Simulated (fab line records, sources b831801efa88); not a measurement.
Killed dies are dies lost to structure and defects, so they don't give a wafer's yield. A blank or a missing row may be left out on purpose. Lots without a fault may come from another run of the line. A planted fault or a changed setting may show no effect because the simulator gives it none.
fab line records | flow sky130
record lots=6 wafers=18 last_day=50
route steps=708 shown VIA3@582 PAD_OPEN@708
lots that met no fault: from a run of the same line without faults
start_h: hours from the record's first day to the start of the lot's first wafer shown | wait_h: hours since the lot's step before | " the same as in the row above | L1.1+2: a row that stands for several wafers | - no value, or no start given | * or withheld: withheld | < > ~ a bound
route shown NAME@n: a module of which the file shows steps, and the number in the route of the first | usual: mean/standard deviation of fault-free wafers | same: alike in all rows | chamber/n: place in a boat | sites: the reading at each site | _std_site: their standard deviation | _edge_site: outer sites' mean less inner sites' | radius_mm: how far each site lies from the wafer's centre | mask NAME#n: copy n | behind: the tool/chamber that last shaped the wafer | hold: why the lot was held/for how many hours/how that ended | device: the transistor (n, p or np) that didn't switch | end of line: the same wafers' tests at the end of the route | a step without rows: its recipe alone | killed: dies lost to structure and defects at the first sort, not the wafer's yield | map: a wafer's dies, x killed, . not, _ none there
set.NAME: the setting as run; set.NAME@STEP: as run at that earlier step | model.NAME: the simulator's own value behind a step, which no gauge read
lots at some steps of the route; a table a step, a row a wafer
services: from which hour (start_h, from the record's first day; less than 0 if before it) a tool's chamber was out of use, for how many hours, and why
## steps
# step SKY_VIA3_EXPOSE_09
# recipe mask_id=VIM3 na=0.8 source_shape=annular sigma_inner=0.55 sigma_outer=0.85 target_cd_nm=200 dose_mj=38
# step SKY_VIA3_PEB_10
# recipe peb_temp_c=withheld peb_time_s=withheld resist=KrF-thick
# step SKY_VIA3_DEVELOP_11
# recipe develop_time_s=60 resist=KrF-thick dev_temp_c=21
# step SKY_VIA3_CD_MEAS_12
# recipe target_cd_nm=200
# usual cd_nm=201.1/1.1
# columns lot.wafer tool chamber start_h wait_h cd_nm
L510.1 cd_sem-02 - 943.03 - 200.4
L510.2 " - " " 201.2
L510.6 " - " " 200.9
L517.1 cd_sem-01 - 993.52 - 200.6
L517.2 " - " " 201.1
L517.4 " - " " 201.4
L524.1 cd_sem-02 - 1037.67 - 198.7
L524.2 " - " " 199.0
L524.3 " - " " 200.2
L526.1 cd_sem-01 - 1050.00 - 200.9
L526.2 " - " " 202.4
L526.3 " - " " 200.6
L529.3 cd_sem-01 - 1066.36 - 202.1
L529.4 " - " " 202.3
L529.6 " - " " 201.2
L532.1 cd_sem-02 - 1088.18 - 201.0
L532.5 " - " " 202.7
L532.6 " - " " 201.9
# step SKY_VIA3_OVL_MEAS_13
# usual VIA3_OVL=-1/5.6
# columns lot.wafer tool chamber start_h wait_h VIA3_OVL[nm]
L510.1 overlay-01 - 943.15 0.1 4
L510.2 " - " " 5
L510.6 " - " " -2
L517.1 overlay-01 - 993.64 0.1 -1
L517.2 " - " " 3
L517.4 " - " " 2
L524.1 overlay-02 - 1037.79 0.1 -3
L524.2 " - " " -7
L524.3 " - " " -4
L526.1 overlay-02 - 1050.12 0.1 5
L526.2 " - " " -2
L526.3 " - " " 4
L529.3 overlay-01 - 1066.45 0.1 12
L529.4 " - " " 2
L529.6 " - " " -4
L532.1 overlay-02 - 1088.30 0.1 -10
L532.5 " - " " -10
L532.6 " - " " 1
# step SKY_VIA3_ETCH_14
# recipe chemistry=N2/H2 target=BARC ion_energy_ev=200 source_w=500 bias_w=100 pressure_mtorr=30 n2_flow_sccm=100 h2_flow_sccm=200 stop_on=SiO2 time_s=45.9 target_depth_a=600
# usual chamber_pressure_mTorr=30.003/0.025 drypump_motor_current_A=5.5/0.31 oes_product_au=0.854/0.0047 throttle_valve_pct=13.224/0.0091
# columns lot.wafer tool chamber start_h wait_h chamber_pressure_mTorr drypump_motor_current_A oes_product_au rf_hours_counter_h throttle_valve_pct
L510.1 rie_diel-04 3 943.19 0.0 30.002 5.4 0.852 5 13.219
L510.2 " 1 " " 29.999 5.2 0.855 16 13.230
L510.6 " 2 " " 30.076 5.6 0.850 - 13.222
L517.1 rie_diel-01 3 993.67 0.0 29.976 5.5 0.859 22 13.236
L517.2 " 2 " " 30.018 5.6 0.856 7 13.228
L517.4 " 0 " " 30.029 5.6 0.862 15 13.212
L524.1 rie_diel-01 2 1037.82 0.0 29.988 5.5 0.856 9 13.209
L524.2 " 3 " " 29.976 5.6 0.859 24 13.211
L524.3 " 1 " " 30.037 5.7 0.851 15 13.214
L526.1 rie_diel-04 0 1050.15 0.0 29.981 5.0 0.859 14 13.225
L526.2 " 3 " " 30.015 5.3 0.854 8 13.248
L526.3 " 2 " " 29.973 5.6 0.859 21 13.224
L529.3 rie_diel-04 0 1066.47 0.0 30.033 5.0 0.857 15 13.218
L529.4 " 2 " " 30.035 5.6 0.858 22 13.222
L529.6 " 1 " " 29.955 5.2 0.857 - 13.238
L532.1 rie_diel-03 3 1088.33 0.0 30.007 5.3 0.859 7 13.216
L532.5 " 2 " " 29.990 5.7 0.852 - 13.241
L532.6 " 3 " " 29.977 5.3 0.854 - 13.215
# step SKY_VIA3_ETCH_15
# recipe target=SiO2 chemistry=C4F8/O2/Ar target_depth_nm=507 stop_on=TiN mask_material=KrF-thick source_w=1500 bias_w=1200 pressure_mtorr=40 c4f8_flow_sccm=withheld O2_flow_sccm=6 Ar_flow_sccm=300 time_s=78
# usual chamber_pressure_mTorr=40.00/0.045 oes_product_au=0.946/0.005
# columns lot.wafer tool chamber start_h wait_h chamber_pressure_mTorr oes_product_au rf_hours_counter_h
L510.1 rie_diel-04 3 943.23 0.0 40.02 0.953 5
L510.2 " 1 " " 40.00 0.943 16
L510.6 " 2 " " 40.01 0.943 -
L517.1 rie_diel-01 3 993.71 0.0 39.96 0.959 22
L517.2 " 2 " " 40.01 0.949 7
L517.4 " 0 " " 40.01 0.947 15
L524.1 rie_diel-01 2 1037.86 0.0 39.97 0.942 9
L524.2 " 3 " " 40.03 0.943 24
L524.3 " 1 " " 40.01 0.956 15
L526.1 rie_diel-04 0 1050.19 0.0 40.00 0.940 14
L526.2 " 3 " " 40.00 0.946 8
L526.3 " 2 " " 40.01 0.943 21
L529.3 rie_diel-04 0 1066.51 0.0 39.92 0.937 15
L529.4 " 2 " " 39.94 0.946 22
L529.6 " 1 " " 39.95 0.951 -
L532.1 rie_diel-03 3 1088.37 0.0 40.04 0.939 7
L532.5 " 2 " " 39.99 0.952 -
L532.6 " 3 " " 39.94 0.947 -
# step SKY_VIA3_STRIP_16
# recipe chemistry=O2/N2 power_w=1400 pressure_mtorr=1500 platen_temp_c=withheld o2_flow_sccm=3000 n2_flow_sccm=300 overash_fraction=0.5
# usual chamber_pressure_mTorr=1500.1/1.2 drypump_motor_current_A=5.3/0.5 oes_product_au=0.402/0.0047 strip_time_to_endpoint_s=4.124/0.029
# columns lot.wafer tool chamber start_h wait_h chamber_pressure_mTorr drypump_motor_current_A oes_product_au rf_hours_counter_h strip_time_to_endpoint_s
L510.1 plasma_asher-03 1 943.29 0.0 1500.6 4.9 0.404 113 4.152
L510.2 " 0 " " 1499.1 6.5 0.408 113 4.115
L510.6 " 0 " " 1499.2 6.5 0.399 - 4.078
L517.1 plasma_asher-01 0 993.77 0.0 1501.7 4.9 0.413 86 4.067
L517.2 " 1 " " 1501.0 5.6 0.406 86 4.159
L517.4 " 1 " " 1498.0 5.6 0.403 - 4.089
L524.1 plasma_asher-01 0 1037.92 0.0 1499.0 4.9 0.402 90 4.173
L524.2 " 1 " " 1497.6 5.6 0.403 90 4.103
L524.3 " 0 " " 1499.3 4.9 0.388 - 4.133
L526.1 plasma_asher-04 0 1050.25 0.0 1500.5 5.0 0.397 62 4.116
L526.2 " 1 " " 1498.8 5.4 0.407 62 4.135
L526.3 " 1 " " 1499.3 5.4 0.405 - 4.114
L529.3 plasma_asher-03 1 1066.61 0.1 1499.8 4.9 0.400 - 4.112
L529.4 " 0 " " 1501.0 6.5 0.398 - 4.104
L529.6 " 0 " " 1500.5 6.5 0.407 - 4.148
L532.1 plasma_asher-04 1 1088.43 0.0 1500.8 5.5 0.404 66 4.155
L532.5 " 1 " " 1497.9 5.5 0.401 - 4.061
L532.6 " 0 " " 1500.8 5.0 0.404 - 4.121
# step SKY_VIA3_STRIP_17
# recipe chemistry=post_etch_residue_remover time_s=1200 temp_c=72.5
# step SKY_VIA3_CLEAN_18
# recipe chemistry=IPA time_s=180 temp_c=25
# step SKY_VIA3_CLEAN_19
# recipe chemistry=O3/DIW dry=n2_spin
# step SKY_VIA3_SPUTTER_20
# recipe material=TiN target_thk_nm=20 chamber_pressure_pa=5 power_w=4000 time_s=80
# usual throttle_valve_pct=30.1/0.99
# columns lot.wafer tool chamber start_h wait_h throttle_valve_pct
L510.1 pvd_sputter-02 - 943.88 0.0 29.4
L510.2 " - " " 30.6
L510.6 " - " " 29.2
L517.1 pvd_sputter-04 - 994.37 0.0 30.5
L517.2 " - " " 30.5
L517.4 " - " " 31.3
L524.1 pvd_sputter-02 - 1038.62 0.0 30.6
L524.2 " - " " 27.3
L524.3 " - " " 30.2
L526.1 pvd_sputter-04 - 1050.93 0.0 29.2
L526.2 " - " " 30.4
L526.3 " - " " 31.1
L529.3 pvd_sputter-03 - 1067.20 0.0 30.1
L529.4 " - " " 31.7
L529.6 " - " " 31.9
L532.1 pvd_sputter-04 - 1089.04 0.0 30.2
L532.5 " - " " 31.2
L532.6 " - " " 30.5
# step SKY_VIA3_CVD_21
# recipe material=W target_thk_nm=390 time_s=117.31 temp_c=400 pressure_torr=40
# usual heater_power_w=789/73
# columns lot.wafer tool chamber start_h wait_h heater_power_w model.W_of_VIA3_CVD_21.thk_nm
L510.1 cvd_w-02 1 943.94 0.0 777 388.8
L510.2 " 0 " " 697 399.4
L510.6 " 0 " " 720 397.9
L517.1 cvd_w-02 1 994.43 0.0 761 390.1
L517.2 " 0 " " 707 397.5
L517.4 " 0 " " 718 398.9
L524.1 cvd_w-02 1 1038.69 0.0 751 431.9
L524.2 " 0 " " 712 397.9
L524.3 " 0 " " 706 397.5
L526.1 cvd_w-02 1 1050.99 0.0 730 437.8
L526.2 " 0 " " 716 397.8
L526.3 " 1 " " 755 388.6
L529.3 cvd_w-01 1 1067.30 0.1 890 389.3
L529.4 " 0 " " 855 391.5
L529.6 " 0 " " 843 392.5
L532.1 cvd_w-01 1 1089.11 0.0 890 392
L532.5 " 1 " " 886 389.6
L532.6 " 0 " " 850 391.8
# step SKY_VIA3_RS_MEAS_22
# recipe thk_meas_gauge=four-point-probe reads=W_of_VIA3_CVD_21+TiN_of_VIA3_SPUTTER_20
# usual VIA3_W_RS=0.292/0.0041
# columns lot.wafer tool chamber start_h wait_h VIA3_W_RS[ohm/sq]
L510.1 film_metro-04 - 944.06 0.1 0.295
L510.2 " - " " 0.287
L510.6 " - " " 0.288
L517.1 film_metro-02 - 994.55 0.1 0.294
L517.2 " - " " 0.288
L517.4 " - " " 0.287
L524.1 film_metro-02 - 1038.81 0.1 0.265
L524.2 " - " " 0.289
L524.3 " - " " 0.288
L526.1 film_metro-03 - 1051.11 0.1 0.261
L526.2 " - " " 0.288
L526.3 " - " " 0.295
L529.3 film_metro-02 - 1067.43 0.1 0.295
L529.4 " - " " 0.293
L529.6 " - " " 0.292
L532.1 film_metro-03 - 1089.23 0.1 0.293
L532.5 " - " " 0.294
L532.6 " - " " 0.292
# step SKY_VIA3_THK_MEAS_23
# recipe thk_meas_gauge=xrf reads=W_of_VIA3_CVD_21
# usual VIA3_W_THK=396/6.7
# columns lot.wafer tool chamber start_h wait_h VIA3_W_THK[nm]
L510.1 film_metro-04 - 944.18 0.1 399
L510.2 " - " " 410
L510.6 " - " " 403
L517.1 film_metro-02 - 994.67 0.1 395
L517.2 " - " " 404
L517.4 " - " " 406
L524.1 film_metro-02 - 1038.93 0.1 438
L524.2 " - " " 404
L524.3 " - " " 403
L526.1 film_metro-03 - 1051.23 0.1 438
L526.2 " - " " 394
L526.3 " - " " 387
L529.3 film_metro-02 - 1067.53 0.1 398
L529.4 " - " " 402
L529.6 " - " " 404
L532.1 film_metro-03 - 1089.35 0.1 393
L532.5 " - " " 390
L532.6 " - " " 392
# step SKY_VIA3_CMP_24
# recipe stop_on=SiO2 t_overpolish_s=20 down_force_psi=3.5 platen_rpm=60 target_thk_nm=0 pad_velocity_m_s=0.94248
# usual motor_current_A=10.6/1.1 time_to_endpoint_s=95/5.7
# columns lot.wafer tool chamber start_h wait_h motor_current_A time_to_endpoint_s
L510.2 cmp-01 2 944.34 0.1 10.7 91
L510.1 " 3 " " 12.4 92
L510.6 " 0 " " 9.9 102
L517.2 cmp-02 3 994.73 0.0 11.6 87
L517.1 " 0 " " 8.2 88
L517.4 " 2 " " 9.3 95
L524.2 cmp-02 0 1038.99 0.0 8.5 95
L524.3 " 1 " " 9.9 89
L524.1 " 2 " " 9.6 106
L526.2 cmp-01 2 1051.29 0.0 10.7 93
L526.1 " 3 " " 12.1 107
L526.3 " 0 " " 9.9 106
L529.3 cmp-02 2 1067.57 0.0 9.4 95
L529.4 " 1 " " 9.9 86
L529.6 " 3 " " 11.9 94
L532.1 cmp-02 3 1089.41 0.1 11.7 92
L532.5 " 3 " " 11.4 92
L532.6 " 0 " " 8.5 92
# step SKY_PAD_OPEN_PROBE_99
# usual defect_limited_yield=82.7/1.8 killed_at_M0_to_M3=42/7.2 killed_at_M4_up=3.4/2.1 killed_at_contacts=24/5.4 killed_at_front_end=15/4 killed_at_other=0.3/0.53 killed_dies=85/8.8 killed_open=47/6.7 killed_short=38/6.5 sort_bin_3_pad_short=0.8/0.4 sort_bin_5_function=10.2/1.3 sort_bin_6_memory=6.2/1.2 sort_n_pass=407/8.8 sort_yield_pct=82.7/1.8
# same gross_dies=492 killed_at_back_side=0 sort_bin_4_leakage[%]=0 sort_bin_8_speed[%]=0
# columns lot.wafer tool chamber start_h wait_h defect_limited_yield[%] killed_at_M0_to_M3 killed_at_M4_up killed_at_contacts killed_at_front_end killed_at_other killed_dies killed_open killed_short sort_bin_3_pad_short[%] sort_bin_5_function[%] sort_bin_6_memory[%] sort_n_pass sort_yield_pct[%]
L510.1 prober-01 - 1087.89 0.1 82.7 50 4 23 8 0 85 40 45 0.6 10.4 6.3 407 82.7
L510.2 prober-01 - 1087.94 0.1 82.1 43 7 27 11 0 88 51 37 1.8 10.2 5.9 404 82.1
L510.6 prober-01 - 1088.14 0.2 80.5 51 5 24 16 0 96 51 45 1.0 11.8 6.7 396 80.5
L517.1 prober-02 - 1130.63 0.1 85.2 36 2 24 10 1 73 43 29 0.4 10.2 4.3 419 85.2
L517.2 prober-02 - 1130.68 0.1 85.0 41 1 19 12 1 74 47 27 0.6 9.1 5.3 418 85.0
L517.4 prober-02 - 1130.78 0.2 86.0 27 5 16 21 0 69 27 42 1.8 8.3 3.9 423 86.0
L524.1 prober-01 - 1164.24 0.1 83.1 46 4 14 19 0 83 50 33 0.8 9.6 6.5 409 83.1
L524.2 prober-01 - 1164.29 0.1 83.1 45 6 20 12 0 83 41 40 0.8 11.0 5.1 409 83.1
L524.3 prober-01 - 1164.34 0.2 84.6 37 2 21 16 0 76 38 38 1.0 9.6 4.9 416 84.6
L526.1 prober-01 - 1176.48 0.1 80.7 51 6 15 23 0 95 52 42 0.6 13.0 5.7 397 80.7
L526.2 prober-01 - 1176.53 0.1 81.5 48 3 22 18 0 91 53 36 0.4 10.6 7.5 401 81.5
L526.3 prober-01 - 1176.58 0.2 83.5 35 8 18 20 0 81 52 29 0.6 9.3 6.5 411 83.5
L529.3 prober-01 - 1187.95 0.2 81.5 50 2 22 17 0 91 48 43 0.4 13.2 4.9 401 81.5
L529.4 prober-01 - 1188.00 0.2 82.1 56 3 17 12 0 88 43 45 1.0 9.3 7.5 404 82.1
L529.6 prober-01 - 1188.10 0.2 84.6 31 3 19 23 0 76 47 29 0.8 10.2 4.5 416 84.6
L532.1 prober-02 - 1202.99 0.1 79.5 48 6 33 14 0 101 52 49 0.6 12.0 7.9 391 79.5
L532.5 prober-02 - 1203.19 0.2 80.9 52 6 22 14 0 94 58 36 1.0 10.4 7.7 398 80.9
L532.6 prober-02 - 1203.24 0.2 83.7 29 2 34 15 0 80 47 33 1.0 9.1 6.1 412 83.7
# killed by level:class
L510.1 METAL2:geometric_particle:short=13 VIA2:geometric_particle:open=9 CONTACT:geometric_particle:open=8 VIA1:geometric_particle:open=8 CONTACT:geometric_particle:short=7 METAL1:geometric_particle:short=5 VIA3:geometric_particle:open=5 LI_CONTACT:geometric_particle:open=4
L510.2 VIA1:geometric_particle:open=11 LI_CONTACT:geometric_particle:open=9 VIA2:geometric_particle:open=9 CONTACT:geometric_particle:open=7 METAL1:geometric_particle:short=6 CONTACT:geometric_particle:short=5 METAL4:geometric_particle:short=5 LOCAL_INTERCONNECT:geometric_particle:short=4
L510.6 VIA1:geometric_particle:open=15 METAL1:geometric_particle:short=9 METAL2:geometric_particle:short=8 CONTACT:geometric_particle:short=7 CONTACT:geometric_particle:open=7 VIA3:geometric_particle:open=7 LI_CONTACT:geometric_particle:open=6 FIELD_ISO:geometric_particle:open=5
L517.1 VIA1:geometric_particle:open=11 CONTACT:geometric_particle:open=7 LI_CONTACT:geometric_particle:open=6 VIA2:geometric_particle:open=5 CONTACT:geometric_particle:short=4 VIA3:geometric_particle:open=4 POLY_GATE:geometric_particle:open=3 LI_CONTACT:geometric_particle:short=3
L517.2 VIA1:geometric_particle:open=16 CONTACT:geometric_particle:open=9 METAL1:geometric_particle:short=5 METAL2:geometric_particle:open=4 CONTACT:geometric_particle:short=4 VIA1:geometric_particle:short=4 VIA3:geometric_particle:open=4 FIELD_ISO:geometric_particle:short=3
L517.4 CONTACT:geometric_particle:open=6 VIA1:geometric_particle:open=6 CONTACT:geometric_particle:short=5 VIA1:geometric_particle:short=5 FIELD_ISO:geometric_particle:open=4 VIA2:geometric_particle:short=4 METAL4:geometric_particle:short=4 FIELD_ISO:geometric_particle:short=3
L524.1 VIA1:geometric_particle:open=11 POLY_GATE:geometric_particle:open=7 FIELD_ISO:geometric_particle:open=6 VIA1:geometric_particle:short=6 VIA3:geometric_particle:short=5 METAL1:geometric_particle:short=5 VIA3:geometric_particle:open=5 LI_CONTACT:geometric_particle:open=4
L524.2 VIA1:geometric_particle:open=9 VIA2:geometric_particle:open=7 METAL2:geometric_particle:short=6 LI_CONTACT:geometric_particle:open=6 CONTACT:geometric_particle:open=6 METAL1:geometric_particle:short=6 LOCAL_INTERCONNECT:geometric_particle:short=5 VIA3:geometric_particle:open=5
L524.3 VIA1:geometric_particle:open=10 CONTACT:geometric_particle:open=9 VIA2:geometric_particle:open=6 LI_CONTACT:geometric_particle:open=5 VIA2:geometric_particle:short=5 FIELD_ISO:geometric_particle:short=4 VIA1:geometric_particle:short=4 POLY_GATE:geometric_particle:short=3
L526.1 VIA2:geometric_particle:open=8 FIELD_ISO:geometric_particle:open=7 METAL2:geometric_particle:short=7 VIA1:geometric_particle:open=7 POLY_GATE:geometric_particle:open=6 VIA3:geometric_particle:open=6 CONTACT:geometric_particle:open=5 VIA3:geometric_particle:short=5
L526.2 VIA1:geometric_particle:open=15 METAL1:geometric_particle:short=10 VIA3:geometric_particle:open=9 LI_CONTACT:geometric_particle:open=8 FIELD_ISO:geometric_particle:open=6 CONTACT:geometric_particle:short=5 POLY_GATE:geometric_particle:open=4 CONTACT:geometric_particle:open=4
L526.3 LI_CONTACT:geometric_particle:open=9 VIA1:geometric_particle:open=8 VIA3:geometric_particle:open=8 POLY_GATE:geometric_particle:open=6 METAL2:geometric_particle:short=5 METAL4:geometric_particle:short=5 VIA2:geometric_particle:open=5 METAL3:geometric_particle:short=5
L529.3 VIA1:geometric_particle:open=11 METAL2:geometric_particle:short=9 LI_CONTACT:geometric_particle:open=8 VIA2:geometric_particle:open=7 CONTACT:geometric_particle:short=6 VIA3:geometric_particle:open=6 FIELD_ISO:geometric_particle:open=5 FIELD_ISO:geometric_particle:short=4
L529.4 VIA1:geometric_particle:open=12 METAL2:geometric_particle:short=8 CONTACT:geometric_particle:open=7 VIA3:geometric_particle:open=6 METAL3:geometric_particle:short=5 METAL1:geometric_particle:short=5 VIA3:geometric_particle:short=5 VIA2:geometric_particle:short=4
L529.6 VIA1:geometric_particle:open=10 CONTACT:geometric_particle:open=6 FIELD_ISO:geometric_particle:open=5 LI_CONTACT:geometric_particle:open=5 VIA3:geometric_particle:open=4 POLY_GATE:geometric_particle:open=4 SPACER:geometric_particle:open=4 LOCAL_INTERCONNECT:geometric_particle:short=4
L532.1 LI_CONTACT:geometric_particle:open=10 VIA1:geometric_particle:short=10 CONTACT:geometric_particle:open=9 VIA1:geometric_particle:open=8 CONTACT:geometric_particle:short=7 METAL2:geometric_particle:short=6 METAL1:geometric_particle:short=6 VIA3:geometric_particle:open=5
L532.5 VIA1:geometric_particle:open=13 VIA3:geometric_particle:open=12 LI_CONTACT:geometric_particle:open=8 VIA1:geometric_particle:short=7 CONTACT:geometric_particle:open=6 FIELD_ISO:geometric_particle:open=5 METAL4:geometric_particle:short=5 LOCAL_INTERCONNECT:geometric_particle:short=4
L532.6 LI_CONTACT:geometric_particle:open=13 VIA1:geometric_particle:open=11 CONTACT:geometric_particle:open=9 LI_CONTACT:geometric_particle:short=7 FIELD_ISO:geometric_particle:short=5 POLY_GATE:geometric_particle:open=4 VIA1:geometric_particle:short=4 METAL1:geometric_particle:short=3
## services
# columns tool chamber start_h hours kind
cmp-02 - 921.65 0.5 repair
rie_diel-01 - 927.99 0.2 repair
rie_diel-04 - 933.69 2.8 pm
plasma_asher-03 - 933.80 1.7 repair
plasma_asher-03 - 955.15 12.0 repair
plasma_asher-04 - 955.50 0.5 repair
cvd_w-01 - 956.31 1.8 repair
cmp-02 - 957.01 2.2 repair
rie_diel-03 3 964.97 1.3 repair
cmp-01 - 971.55 4.0 repair
rie_diel-01 2 971.58 11.6 repair
rie_diel-03 1 980.45 2.1 repair
rie_diel-01 2 998.97 4.1 repair
plasma_asher-01 - 1004.00 0.5 repair
rie_diel-01 1 1008.29 7.9 repair
plasma_asher-03 - 1008.83 0.4 repair
pvd_sputter-04 - 1016.30 5.2 repair
rie_diel-03 0 1040.40 7.6 repair
plasma_asher-03 - 1055.25 9.0 pm
rie_diel-03 - 1058.69 15.6 pm
rie_diel-01 - 1062.32 28.1 pm
rie_diel-03 3 1077.14 5.9 repair
cmp-01 - 1080.60 3.1 repair
cvd_w-02 - 1084.11 6.0 pm
## key
first_sign step=SKY_VIA3_RS_MEAS_22 reading=VIA3_W_RS direction=down sigmas=6.9 usual=0.292 struck=0.263
effect step=SKY_VIA3_THK_MEAS_23 reading=VIA3_W_THK direction=up sigmas=6.3 usual=396 struck=438
model_effect step=SKY_VIA3_CVD_21 value=W_of_VIA3_CVD_21.thk_nm without=386.6 struck=434.9
met_at SKY_VIA3_CVD_21
struck_wafers L524.1,L526.1
onset_between 994.43 1038.69
fault kind=process_parameter_drift tool=cvd_w-02 chamber=- onset_h=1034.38 steps=SKY_VIA3_CVD_21 channel=target_thk_nm offset=48.468 shape=step end_h=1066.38 scope=struck_wafers_only acts_in=these_recipes_only stated=390
